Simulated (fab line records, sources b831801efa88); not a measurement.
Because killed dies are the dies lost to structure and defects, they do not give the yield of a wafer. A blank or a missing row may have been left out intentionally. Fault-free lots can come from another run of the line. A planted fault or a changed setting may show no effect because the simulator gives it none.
fab line records || flow sky130
[record] {"lots": 14, "wafers": 42, "lastDay": 50}
route steps=708 shown FIELD_ISO@18
lots that met no fault: from a run of the same line without faults
startH: the number of hours between the record's first day and the start of the first shown wafer of the lot || waitH: hours from the lot's prior step to this one || " the same as in the row above || L1.1+2: several wafers, shown together as one row || - either no value or no given start || * or withheld: withheld || < > ~ a bound
route shown NAME@n: NAME is a module with steps in the file, n the number in the route of the first one || usual: mean/standard deviation of fault-free wafers || same: alike in all rows || chamber/n: place in a boat || sites: the reading at each site || _std_site: standard deviation of those values || _edge_site: outer sites' mean less inner sites' || radiusMm: how far each site lies from the wafer's centre || mask NAME#n: copy n || behind: the most recent tool/chamber to have shaped the wafer || hold: reason for holding the lot/hours on hold/outcome of the hold || device: whichever transistor did not switch (one of n, p or np) || end of line: at the end of the route, the tests of the same wafers || a step with no rows: only its recipe || killed: count of dies lost to structure and defects at first sort (not the wafer's yield) || map: a wafer's dies, marking killed ones x, the rest . and places with no die _
set.NAME: the setting the step ran with; set.NAME@STEP: the setting that earlier step ran with || model.NAME: the simulator's own value behind a step, which no gauge read
one table for each step of the route and one row for each wafer, over a sample of lots
services: the hour from which a tool's chamber was out of use, counted from the record's first day as startH (under 0 if before that day), plus the number of hours and why
[[steps]]
[step SKY_FIELD_ISO_ETCH_17]
[recipe] {"targetDepthA": 3420, "maskMaterial": "Si3N4", "chemistry": "HBr/Cl2/O2", "target": "Si", "taperDeg": 5, "icpW": 600, "biasW": 150, "pressureMtorr": 15, "HBr_flow_sccm": 150, "Cl2_flow_sccm": 40, "O2_flow_sccm": 6, "timeS": 97.7}
[usual] {"drypumpMotorCurrentA": "5.7/0.4", "oesProductAu": "1.003/0.007", "rfFwdPowerW": "596.4/2.5", "throttleValvePct": "25.654/0.009"}
{"lot.wafer": "L222.4", "tool": "rieSi-02", "chamber": 2, "startH": 31.38, "waitH": 0.1, "drypumpMotorCurrentA": 5.8, "oesProductAu": 1.007, "rfFwdPowerW": 599.2, "rfHoursCounterH": "-", "throttleValvePct": 25.652}
{"lot.wafer": "L222.5", "tool": "rieSi-02", "chamber": 3, "startH": 31.38, "waitH": 0.1, "drypumpMotorCurrentA": 5.2, "oesProductAu": 0.991, "rfFwdPowerW": 600.6, "rfHoursCounterH": "-", "throttleValvePct": 25.647}
{"lot.wafer": "L222.6", "tool": "rieSi-02", "chamber": 2, "startH": 31.38, "waitH": 0.1, "drypumpMotorCurrentA": 5.8, "oesProductAu": 1.000, "rfFwdPowerW": 598.4, "rfHoursCounterH": "-", "throttleValvePct": 25.658}
{"lot.wafer": "L223.1", "tool": "rieSi-01", "chamber": 1, "startH": 34.77, "waitH": 0.1, "drypumpMotorCurrentA": 5.0, "oesProductAu": 1.009, "rfFwdPowerW": 591.8, "rfHoursCounterH": 0, "throttleValvePct": 25.653}
{"lot.wafer": "L223.4", "tool": "rieSi-01", "chamber": 0, "startH": 34.77, "waitH": 0.1, "drypumpMotorCurrentA": 5.6, "oesProductAu": 1.000, "rfFwdPowerW": 596.8, "rfHoursCounterH": 2, "throttleValvePct": 25.661}
{"lot.wafer": "L223.5", "tool": "rieSi-01", "chamber": 1, "startH": 34.77, "waitH": 0.1, "drypumpMotorCurrentA": 5.0, "oesProductAu": 1.018, "rfFwdPowerW": 591.6, "rfHoursCounterH": "-", "throttleValvePct": 25.668}
{"lot.wafer": "L224.1", "tool": "rieSi-02", "chamber": 3, "startH": 38.77, "waitH": 0.1, "drypumpMotorCurrentA": 5.2, "oesProductAu": 1.014, "rfFwdPowerW": 599.0, "rfHoursCounterH": 59, "throttleValvePct": 25.661}
{"lot.wafer": "L224.5", "tool": "rieSi-02", "chamber": 1, "startH": 38.77, "waitH": 0.1, "drypumpMotorCurrentA": 6.1, "oesProductAu": 0.999, "rfFwdPowerW": 596.5, "rfHoursCounterH": "-", "throttleValvePct": 25.657}
{"lot.wafer": "L224.6", "tool": "rieSi-02", "chamber": 2, "startH": 38.77, "waitH": 0.1, "drypumpMotorCurrentA": 5.8, "oesProductAu": 1.008, "rfFwdPowerW": 595.4, "rfHoursCounterH": "-", "throttleValvePct": 25.631}
{"lot.wafer": "L225.1", "tool": "rieSi-01", "chamber": 3, "startH": 47.19, "waitH": 0.1, "drypumpMotorCurrentA": 6.0, "oesProductAu": 0.997, "rfFwdPowerW": 593.4, "rfHoursCounterH": 2, "throttleValvePct": 25.657}
{"lot.wafer": "L225.3", "tool": "rieSi-01", "chamber": 1, "startH": 47.19, "waitH": 0.1, "drypumpMotorCurrentA": 5.0, "oesProductAu": 1.011, "rfFwdPowerW": 594.9, "rfHoursCounterH": 0, "throttleValvePct": 25.654}
{"lot.wafer": "L225.5", "tool": "rieSi-01", "chamber": 0, "startH": 47.19, "waitH": 0.1, "drypumpMotorCurrentA": 5.7, "oesProductAu": 0.994, "rfFwdPowerW": 597.4, "rfHoursCounterH": "-", "throttleValvePct": 25.640}
{"lot.wafer": "L226.2", "tool": "rieSi-02", "chamber": 1, "startH": 50.60, "waitH": 0.1, "drypumpMotorCurrentA": 6.2, "oesProductAu": 1.004, "rfFwdPowerW": 597.0, "rfHoursCounterH": 0, "throttleValvePct": 25.650}
{"lot.wafer": "L226.4", "tool": "rieSi-02", "chamber": 1, "startH": 50.60, "waitH": 0.1, "drypumpMotorCurrentA": 6.1, "oesProductAu": 1.007, "rfFwdPowerW": 597.4, "rfHoursCounterH": "-", "throttleValvePct": 25.650}
{"lot.wafer": "L226.5", "tool": "rieSi-02", "chamber": 3, "startH": 50.60, "waitH": 0.1, "drypumpMotorCurrentA": 5.2, "oesProductAu": 1.011, "rfFwdPowerW": 597.7, "rfHoursCounterH": "-", "throttleValvePct": 25.657}
{"lot.wafer": "L227.2", "tool": "rieSi-02", "chamber": 0, "startH": 54.54, "waitH": 0.1, "drypumpMotorCurrentA": 5.6, "oesProductAu": 0.995, "rfFwdPowerW": 598.5, "rfHoursCounterH": 0, "throttleValvePct": 25.656}
{"lot.wafer": "L227.4", "tool": "rieSi-02", "chamber": 3, "startH": 54.54, "waitH": 0.1, "drypumpMotorCurrentA": 5.2, "oesProductAu": 0.996, "rfFwdPowerW": 596.2, "rfHoursCounterH": 60, "throttleValvePct": 25.672}
{"lot.wafer": "L227.5", "tool": "rieSi-02", "chamber": 1, "startH": 54.54, "waitH": 0.1, "drypumpMotorCurrentA": 6.1, "oesProductAu": 1.000, "rfFwdPowerW": 598.4, "rfHoursCounterH": "-", "throttleValvePct": 25.652}
{"lot.wafer": "L231.1", "tool": "rieSi-02", "chamber": 2, "startH": 75.10, "waitH": 0.1, "drypumpMotorCurrentA": 5.8, "oesProductAu": 1.057, "rfFwdPowerW": 691.7, "rfHoursCounterH": 58, "throttleValvePct": 25.632}
{"lot.wafer": "L231.2", "tool": "rieSi-02", "chamber": 3, "startH": 75.10, "waitH": 0.1, "drypumpMotorCurrentA": 5.3, "oesProductAu": 1.006, "rfFwdPowerW": 593.4, "rfHoursCounterH": 60, "throttleValvePct": 25.658}
{"lot.wafer": "L231.3", "tool": "rieSi-02", "chamber": 0, "startH": 75.10, "waitH": 0.1, "drypumpMotorCurrentA": 5.6, "oesProductAu": 1.007, "rfFwdPowerW": 599.3, "rfHoursCounterH": 0, "throttleValvePct": 25.662}
{"lot.wafer": "L233.2", "tool": "rieSi-01", "chamber": 1, "startH": 85.55, "waitH": 0.1, "drypumpMotorCurrentA": 4.9, "oesProductAu": 1.016, "rfFwdPowerW": 592.2, "rfHoursCounterH": 1, "throttleValvePct": 25.650}
{"lot.wafer": "L233.3", "tool": "rieSi-01", "chamber": 2, "startH": 85.55, "waitH": 0.1, "drypumpMotorCurrentA": 6.1, "oesProductAu": 1.004, "rfFwdPowerW": 598.7, "rfHoursCounterH": 88, "throttleValvePct": 25.666}
{"lot.wafer": "L233.4", "tool": "rieSi-01", "chamber": 0, "startH": 85.55, "waitH": 0.1, "drypumpMotorCurrentA": 5.7, "oesProductAu": 1.004, "rfFwdPowerW": 597.5, "rfHoursCounterH": 3, "throttleValvePct": 25.664}
{"lot.wafer": "L234.2", "tool": "rieSi-02", "chamber": 0, "startH": 90.59, "waitH": 0.1, "drypumpMotorCurrentA": 5.6, "oesProductAu": 1.003, "rfFwdPowerW": 600.2, "rfHoursCounterH": 0, "throttleValvePct": 25.664}
{"lot.wafer": "L234.3", "tool": "rieSi-02", "chamber": 2, "startH": 90.59, "waitH": 0.1, "drypumpMotorCurrentA": 5.9, "oesProductAu": 1.054, "rfFwdPowerW": 690.7, "rfHoursCounterH": 58, "throttleValvePct": 25.626}
{"lot.wafer": "L234.4", "tool": "rieSi-02", "chamber": 1, "startH": 90.59, "waitH": 0.1, "drypumpMotorCurrentA": 6.1, "oesProductAu": 0.987, "rfFwdPowerW": 600.3, "rfHoursCounterH": 0, "throttleValvePct": 25.660}
{"lot.wafer": "L236.1", "tool": "rieSi-01", "chamber": 2, "startH": 103.25, "waitH": 0.1, "drypumpMotorCurrentA": 6.1, "oesProductAu": 1.005, "rfFwdPowerW": 601.5, "rfHoursCounterH": 89, "throttleValvePct": 25.650}
{"lot.wafer": "L236.5", "tool": "rieSi-01", "chamber": 2, "startH": 103.25, "waitH": 0.1, "drypumpMotorCurrentA": 6.1, "oesProductAu": 1.004, "rfFwdPowerW": 596.8, "rfHoursCounterH": "-", "throttleValvePct": 25.653}
{"lot.wafer": "L236.6", "tool": "rieSi-01", "chamber": 1, "startH": 103.25, "waitH": 0.1, "drypumpMotorCurrentA": 4.9, "oesProductAu": 1.010, "rfFwdPowerW": 594.3, "rfHoursCounterH": "-", "throttleValvePct": 25.637}
{"lot.wafer": "L238.1", "tool": "rieSi-01", "chamber": 2, "startH": 113.74, "waitH": 0.1, "drypumpMotorCurrentA": 6.1, "oesProductAu": 1.013, "rfFwdPowerW": 595.4, "rfHoursCounterH": 89, "throttleValvePct": 25.647}
{"lot.wafer": "L238.2", "tool": "rieSi-01", "chamber": 3, "startH": 113.74, "waitH": 0.1, "drypumpMotorCurrentA": 5.9, "oesProductAu": 1.008, "rfFwdPowerW": 595.0, "rfHoursCounterH": 2, "throttleValvePct": 25.654}
{"lot.wafer": "L238.5", "tool": "rieSi-01", "chamber": 1, "startH": 113.74, "waitH": 0.1, "drypumpMotorCurrentA": 4.9, "oesProductAu": 1.010, "rfFwdPowerW": 592.0, "rfHoursCounterH": "-", "throttleValvePct": 25.641}
{"lot.wafer": "L240.1", "tool": "rieSi-01", "chamber": 1, "startH": 123.04, "waitH": 0.1, "drypumpMotorCurrentA": 5.0, "oesProductAu": 1.012, "rfFwdPowerW": 594.1, "rfHoursCounterH": 1, "throttleValvePct": 25.651}
{"lot.wafer": "L240.5", "tool": "rieSi-01", "chamber": 0, "startH": 123.04, "waitH": 0.1, "drypumpMotorCurrentA": 5.6, "oesProductAu": 0.993, "rfFwdPowerW": 594.1, "rfHoursCounterH": "-", "throttleValvePct": 25.666}
{"lot.wafer": "L240.6", "tool": "rieSi-01", "chamber": 3, "startH": 123.04, "waitH": 0.1, "drypumpMotorCurrentA": 6.0, "oesProductAu": 0.997, "rfFwdPowerW": 596.9, "rfHoursCounterH": "-", "throttleValvePct": 25.663}
{"lot.wafer": "L244.1", "tool": "rieSi-01", "chamber": 2, "startH": 145.19, "waitH": 0.1, "drypumpMotorCurrentA": 6.1, "oesProductAu": 1.012, "rfFwdPowerW": 597.0, "rfHoursCounterH": 89, "throttleValvePct": 25.657}
{"lot.wafer": "L244.4", "tool": "rieSi-01", "chamber": 0, "startH": 145.19, "waitH": 0.1, "drypumpMotorCurrentA": 5.6, "oesProductAu": 1.003, "rfFwdPowerW": 597.7, "rfHoursCounterH": 3, "throttleValvePct": 25.670}
{"lot.wafer": "L244.6", "tool": "rieSi-01", "chamber": 2, "startH": 145.19, "waitH": 0.1, "drypumpMotorCurrentA": 6.1, "oesProductAu": 1.007, "rfFwdPowerW": 600.5, "rfHoursCounterH": "-", "throttleValvePct": 25.638}
{"lot.wafer": "L245.1", "tool": "rieSi-01", "chamber": 2, "startH": 148.32, "waitH": 0.1, "drypumpMotorCurrentA": 6.1, "oesProductAu": 1.007, "rfFwdPowerW": 595.0, "rfHoursCounterH": 89, "throttleValvePct": 25.668}
{"lot.wafer": "L245.4", "tool": "rieSi-01", "chamber": 3, "startH": 148.32, "waitH": 0.1, "drypumpMotorCurrentA": 6.0, "oesProductAu": 0.997, "rfFwdPowerW": 591.2, "rfHoursCounterH": 2, "throttleValvePct": 25.660}
{"lot.wafer": "L245.6", "tool": "rieSi-01", "chamber": 3, "startH": 148.32, "waitH": 0.1, "drypumpMotorCurrentA": 6.0, "oesProductAu": 1.000, "rfFwdPowerW": 593.1, "rfHoursCounterH": "-", "throttleValvePct": 25.663}
[[services]]
{"tool": "rieSi-02", "chamber": 0, "startH": 28.89, "hours": 3.2, "kind": "repair"}
{"tool": "rieSi-02", "chamber": 0, "startH": 36.98, "hours": "-", "kind": "clean"}
{"tool": "rieSi-02", "chamber": 0, "startH": 36.98, "hours": 16.9, "kind": "scheduledDown"}
{"tool": "rieSi-02", "chamber": 0, "startH": 36.98, "hours": 16.9, "kind": "ventCycle"}
{"tool": "rieSi-01", "chamber": 2, "startH": 43.01, "hours": 8.7, "kind": "repair"}
{"tool": "rieSi-01", "chamber": 3, "startH": 64.17, "hours": 2.6, "kind": "repair"}
[[key]]
[firstSign] {"step": "SKY_FIELD_ISO_ETCH_17", "reading": "rfFwdPowerW", "direction": "up", "sigmas": 38, "usual": 596.4, "struck": 691.2}
[effect] {"step": "SKY_FIELD_ISO_ETCH_17", "reading": "oesProductAu", "direction": "up", "sigmas": 7.5, "usual": 1.003, "struck": 1.056}
metAt SKY_FIELD_ISO_ETCH_17
struckLots L231,L234
struckWafers L231.1,L234.3
testerLeftOut L231,L234
onsetBetween 38.77 75.10
[fault] {"kind": "processParameterDrift", "tool": "rieSi-02", "chamber": 2, "onsetH": 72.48, "steps": "SKY_FIELD_ISO_ETCH_17", "channel": "icpW", "offset": 96, "shape": "step", "endH": 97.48, "actsIn": "theseRecipesOnly", "stated": 600}
// testerLeftOut: of these lots the tester's yield and bins aren't shown, on N5 and GAA mostly nor the transistor test; their killed dies are dies lost to structure and defects alone, not to doping, threshold or leakage, so they don't give the yield
